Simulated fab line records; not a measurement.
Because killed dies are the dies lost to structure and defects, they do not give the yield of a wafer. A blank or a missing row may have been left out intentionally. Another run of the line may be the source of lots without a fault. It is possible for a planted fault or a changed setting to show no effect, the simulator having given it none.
The tool behind it: which one? / flow gf180mcu / 42 wafers from 14 lots sampled at 6 of the route's 602 steps

== WHAT THE GAUGES SHOWED, per wafer ==
GF_V2_THK_MEAS_03. Usual: V2_CVD_02_THK typically reads 849 nm, with standard deviation 12.
lot=L571; measured=day 19 08:50; on=film metro-01; V2_CVD_02_THK (nm)=828 865 846; flag=
lot=L572; measured=day 19 17:01; on=film metro-03; V2_CVD_02_THK (nm)=859 870 860; flag=
lot=L574; measured=day 20 07:00; on=film metro-03; V2_CVD_02_THK (nm)=838 841 852; flag=
lot=L575; measured=day 20 10:28; on=film metro-01; V2_CVD_02_THK (nm)=840 829 855; flag=
lot=L576; measured=day 21 21:40; on=film metro-02; V2_CVD_02_THK (nm)=830 856 847; flag=
lot=L578; measured=day 22 00:52; on=film metro-02; V2_CVD_02_THK (nm)=852 856 847; flag=
lot=L580; measured=day 23 00:20; on=film metro-03; V2_CVD_02_THK (nm)=847 868 863; flag=
lot=L582; measured=day 23 06:26; on=film metro-03; V2_CVD_02_THK (nm)=825 833 849; flag=
lot=L581; measured=day 23 07:24; on=film metro-01; V2_CVD_02_THK (nm)=413 835 425; flag=OFF
lot=L583; measured=day 23 12:33; on=film metro-03; V2_CVD_02_THK (nm)=844 430 843; flag=OFF
lot=L591; measured=day 26 18:57; on=film metro-02; V2_CVD_02_THK (nm)=840 850 866; flag=
lot=L593; measured=day 26 22:38; on=film metro-01; V2_CVD_02_THK (nm)=845 821 852; flag=
lot=L592; measured=day 27 00:14; on=film metro-01; V2_CVD_02_THK (nm)=821 829 836; flag=
lot=L594; measured=day 27 06:04; on=film metro-01; V2_CVD_02_THK (nm)=853 862 866; flag=

GF_V2_BOW_MEAS_05. Usual: V2_BOW typically reads 99 um, with standard deviation 8.
lot=L571; measured=day 19 09:13; on=film metro-01; V2_BOW (um)=99 97 112; flag=
lot=L572; measured=day 19 17:23; on=film metro-02; V2_BOW (um)=89 93 92; flag=
lot=L574; measured=day 20 07:22; on=film metro-01; V2_BOW (um)=100 103 90; flag=
lot=L575; measured=day 20 10:50; on=film metro-02; V2_BOW (um)=88 98 94; flag=
lot=L576; measured=day 21 22:02; on=film metro-02; V2_BOW (um)=101 95 89; flag=
lot=L578; measured=day 22 01:14; on=film metro-03; V2_BOW (um)=94 99 90; flag=
lot=L580; measured=day 23 00:46; on=film metro-01; V2_BOW (um)=94 99 94; flag=
lot=L582; measured=day 23 06:47; on=film metro-03; V2_BOW (um)=84 104 105; flag=
lot=L581; measured=day 23 07:46; on=film metro-01; V2_BOW (um)=87 98 80; flag=
lot=L583; measured=day 23 12:55; on=film metro-01; V2_BOW (um)=98 104 106; flag=
lot=L591; measured=day 26 19:19; on=film metro-03; V2_BOW (um)=103 90 99; flag=
lot=L593; measured=day 26 23:00; on=film metro-02; V2_BOW (um)=81 88 84; flag=
lot=L592; measured=day 27 00:36; on=film metro-01; V2_BOW (um)=109 105 92; flag=
lot=L594; measured=day 27 06:25; on=film metro-01; V2_BOW (um)=109 103 109; flag=

GF_V2_CD_MEAS_14: target cd 260 nm. Usual: 260.1 nm for cd nm, sd 1.5.
lot=L571; measured=day 20 10:13; on=cd sem-02; cd nm (nm)=260.0 259.0 260.0; flag=
lot=L572; measured=day 20 18:10; on=cd sem-01; cd nm (nm)=260.9 261.1 259.2; flag=
lot=L574; measured=day 21 07:34; on=cd sem-01; cd nm (nm)=259.1 258.2 258.9; flag=
lot=L575; measured=day 21 10:47; on=cd sem-01; cd nm (nm)=259.3 260.5 260.9; flag=
lot=L576; measured=day 22 21:23; on=cd sem-02; cd nm (nm)=259.3 258.9 258.6; flag=
lot=L578; measured=day 23 00:18; on=cd sem-01; cd nm (nm)=259.1 259.5 260.2; flag=
lot=L580; measured=day 23 22:49; on=cd sem-02; cd nm (nm)=258.7 258.2 258.3; flag=
lot=L582; measured=day 24 04:53; on=cd sem-01; cd nm (nm)=258.0 259.0 259.0; flag=
lot=L581; measured=day 24 06:26; on=cd sem-02; cd nm (nm)=257.3 258.2 256.9; flag=
lot=L583; measured=day 24 10:48; on=cd sem-01; cd nm (nm)=259.1 258.5 259.5; flag=
lot=L591; measured=day 27 15:07; on=cd sem-01; cd nm (nm)=262.7 263.3 262.0; flag=
lot=L593; measured=day 27 19:06; on=cd sem-01; cd nm (nm)=262.5 262.8 262.3; flag=
lot=L592; measured=day 27 20:52; on=cd sem-01; cd nm (nm)=260.1 262.0 260.5; flag=
lot=L594; measured=day 28 02:36; on=cd sem-02; cd nm (nm)=259.7 259.9 259.3; flag=

== EACH LOT AND THE TOOL THAT RAN IT (in order: tool; ch and the chambers of the sampled wafers; start) ==
lot=L571; GF_M2_SPUTTER_02=pvd sputter-02, day 18 08:02; GF_V2_CVD_02=pecvd-01 ch 1,2, day 19 08:46; GF_V2_CMP_04=cmp-02 ch 1,2, day 19 08:56
lot=L572; GF_M2_SPUTTER_02=pvd sputter-03, day 18 15:47; GF_V2_CVD_02=pecvd-03 ch 1,2, day 19 16:56; GF_V2_CMP_04=cmp-02 ch 0,1,3, day 19 17:13
lot=L574; GF_M2_SPUTTER_02=pvd sputter-02, day 19 04:49; GF_V2_CVD_02=pecvd-04 ch 1,2, day 20 06:56; GF_V2_CMP_04=cmp-01 ch 0,2,3, day 20 07:10
lot=L575; GF_M2_SPUTTER_02=pvd sputter-01, day 19 08:47; GF_V2_CVD_02=pecvd-04 ch 1,2, day 20 10:23; GF_V2_CMP_04=cmp-01 ch 1,2,3, day 20 10:31
lot=L576; GF_M2_SPUTTER_02=pvd sputter-01, day 20 20:17; GF_V2_CVD_02=pecvd-03 ch 0,1, day 21 21:36; GF_V2_CMP_04=cmp-02 ch 2,3, day 21 21:44
lot=L578; GF_M2_SPUTTER_02=pvd sputter-02, day 21 00:04; GF_V2_CVD_02=pecvd-03 ch 0,1,2, day 22 00:48; GF_V2_CMP_04=cmp-02 ch 0,2,3, day 22 00:56
lot=L580; GF_M2_SPUTTER_02=pvd sputter-03, day 22 00:25; GF_V2_CVD_02=pecvd-03 ch 0,2, day 23 00:14; GF_V2_CMP_04=cmp-01 ch 2,3, day 23 00:26
lot=L582; GF_M2_SPUTTER_02=pvd sputter-03, day 22 06:34; GF_V2_CVD_02=pecvd-01 ch 1,2, day 23 06:22; GF_V2_CMP_04=cmp-01 ch 0,1,2, day 23 06:29
lot=L581; GF_M2_SPUTTER_02=pvd sputter-02, day 22 07:16; GF_V2_CVD_02=pecvd-03 ch 0,1, day 23 07:20; GF_V2_CMP_04=cmp-01 ch 0,1,3, day 23 07:34
lot=L583; GF_M2_SPUTTER_02=pvd sputter-02, day 22 13:06; GF_V2_CVD_02=pecvd-03 ch 0,1,2, day 23 12:29; GF_V2_CMP_04=cmp-01 ch 0,3, day 23 12:40
lot=L591; GF_M2_SPUTTER_02=pvd sputter-01, day 25 20:46; GF_V2_CVD_02=pecvd-03 ch 0,2, day 26 18:49; GF_V2_CMP_04=cmp-01 ch 0,2, day 26 19:00
lot=L593; GF_M2_SPUTTER_02=pvd sputter-03, day 26 00:52; GF_V2_CVD_02=pecvd-03 ch 0,1, day 26 22:35; GF_V2_CMP_04=cmp-01 ch 0,1,2, day 26 22:42
lot=L592; GF_M2_SPUTTER_02=pvd sputter-01, day 26 02:35; GF_V2_CVD_02=pecvd-03 ch 0,1, day 27 00:11; GF_V2_CMP_04=cmp-02 ch 0,1,3, day 27 00:18
lot=L594; GF_M2_SPUTTER_02=pvd sputter-02, day 26 08:58; GF_V2_CVD_02=pecvd-04 ch 0,2, day 27 05:59; GF_V2_CMP_04=cmp-01 ch 0,2,3, day 27 06:16
- GF_M2_SPUTTER_02: material AlCu, target thk 450 nm, time 23.9 s.
- GF_V2_CVD_02: deposits SiO2 from TEOS, target thk 850 nm, time 94.851 s.
- GF_V2_CMP_04: polishes SiO2.

== WHAT THE TOOLS THEMSELVES READ (means of the sampled wafers that have a number; where no wafer has one, the mark that the record gives instead) ==
GF_M2_SPUTTER_02. Usual: 30.1 % for throttle valve pct, sd 1.2.
lot=L571; tool=pvd sputter-02; throttle valve pct (%)=29.4; flag=
lot=L572; tool=pvd sputter-03; throttle valve pct (%)=31.9; flag=
lot=L574; tool=pvd sputter-02; throttle valve pct (%)=29.3; flag=
lot=L575; tool=pvd sputter-01; throttle valve pct (%)=29.9; flag=
lot=L576; tool=pvd sputter-01; throttle valve pct (%)=29.5; flag=
lot=L578; tool=pvd sputter-02; throttle valve pct (%)=29.4; flag=
lot=L580; tool=pvd sputter-03; throttle valve pct (%)=31.6; flag=
lot=L582; tool=pvd sputter-03; throttle valve pct (%)=31.9; flag=
lot=L581; tool=pvd sputter-02; throttle valve pct (%)=29.3; flag=
lot=L583; tool=pvd sputter-02; throttle valve pct (%)=29.7; flag=
lot=L591; tool=pvd sputter-01; throttle valve pct (%)=29.6; flag=
lot=L593; tool=pvd sputter-03; throttle valve pct (%)=31.1; flag=
lot=L592; tool=pvd sputter-01; throttle valve pct (%)=30.0; flag=
lot=L594; tool=pvd sputter-02; throttle valve pct (%)=30.3; flag=

GF_V2_CVD_02. Usual: 618 W for heater power w, sd 88.
lot=L571; tool=pecvd-01; heater power w (W)=551; flag=
lot=L572; tool=pecvd-03; heater power w (W)=587; flag=
lot=L574; tool=pecvd-04; heater power w (W)=700; flag=
lot=L575; tool=pecvd-04; heater power w (W)=675; flag=
lot=L576; tool=pecvd-03; heater power w (W)=658; flag=
lot=L578; tool=pecvd-03; heater power w (W)=636; flag=
lot=L580; tool=pecvd-03; heater power w (W)=549; flag=
lot=L582; tool=pecvd-01; heater power w (W)=661; flag=
lot=L581; tool=pecvd-03; heater power w (W)=597; flag=
lot=L583; tool=pecvd-03; heater power w (W)=574; flag=
lot=L591; tool=pecvd-03; heater power w (W)=573; flag=
lot=L593; tool=pecvd-03; heater power w (W)=608; flag=
lot=L592; tool=pecvd-03; heater power w (W)=616; flag=
lot=L594; tool=pecvd-04; heater power w (W)=698; flag=

GF_V2_CMP_04. Usual: motor current A 11.9 A, standard deviation 1.3; time to endpoint s 81 s, standard deviation 6.5.
lot=L571; tool=cmp-02; motor current A (A)=12.6; time to endpoint s (s)=80; flag=
lot=L572; tool=cmp-02; motor current A (A)=10.7; time to endpoint s (s)=92; flag=
lot=L574; tool=cmp-01; motor current A (A)=12.3; time to endpoint s (s)=73; flag=
lot=L575; tool=cmp-01; motor current A (A)=11.7; time to endpoint s (s)=78; flag=
lot=L576; tool=cmp-02; motor current A (A)=11.7; time to endpoint s (s)=81; flag=
lot=L578; tool=cmp-02; motor current A (A)=12.0; time to endpoint s (s)=86; flag=
lot=L580; tool=cmp-01; motor current A (A)=11.5; time to endpoint s (s)=81; flag=
lot=L582; tool=cmp-01; motor current A (A)=12.6; time to endpoint s (s)=73; flag=
lot=L581; tool=cmp-01; motor current A (A)=12.0; time to endpoint s (s)=41; flag=OFF
lot=L583; tool=cmp-01; motor current A (A)=11.1; time to endpoint s (s)=60; flag=OFF
lot=L591; tool=cmp-01; motor current A (A)=12.6; time to endpoint s (s)=83; flag=
lot=L593; tool=cmp-01; motor current A (A)=12.3; time to endpoint s (s)=79; flag=
lot=L592; tool=cmp-02; motor current A (A)=10.8; time to endpoint s (s)=72; flag=
lot=L594; tool=cmp-01; motor current A (A)=11.9; time to endpoint s (s)=90; flag=

== THE ANSWER, worked out from the rows above alone ==
Rule: a lot counts as off when the mean over its wafers that have a number is more than 3 standard deviations away from the usual mean. A lot without any number at a reading at which 4 lots or more have one is off too. All remaining lots with rows at the step are treated as sound. After the gauges, taken in route order, come the tools' own readings; for these a lot's mean is taken, as printed above. The first step at which some lot is off is used, and at that step the reading that is off furthest; a lot without a number counts as furthest.
Off: L581, L583, at GF_V2_THK_MEAS_03 (V2_CVD_02_THK).
A tool fits if, at a process step before that reading, it ran every lot that is off, and no sound lot after the first of them. The gauges at GF_V2_THK_MEAS_03 aren't tried: what is off there is off at GF_V2_CMP_04 too, on other tools, and a gauge's error can't cause that. Not one of the candidates tried fits.

== WHAT WAS PUT IN BY THE SIMULATOR ==
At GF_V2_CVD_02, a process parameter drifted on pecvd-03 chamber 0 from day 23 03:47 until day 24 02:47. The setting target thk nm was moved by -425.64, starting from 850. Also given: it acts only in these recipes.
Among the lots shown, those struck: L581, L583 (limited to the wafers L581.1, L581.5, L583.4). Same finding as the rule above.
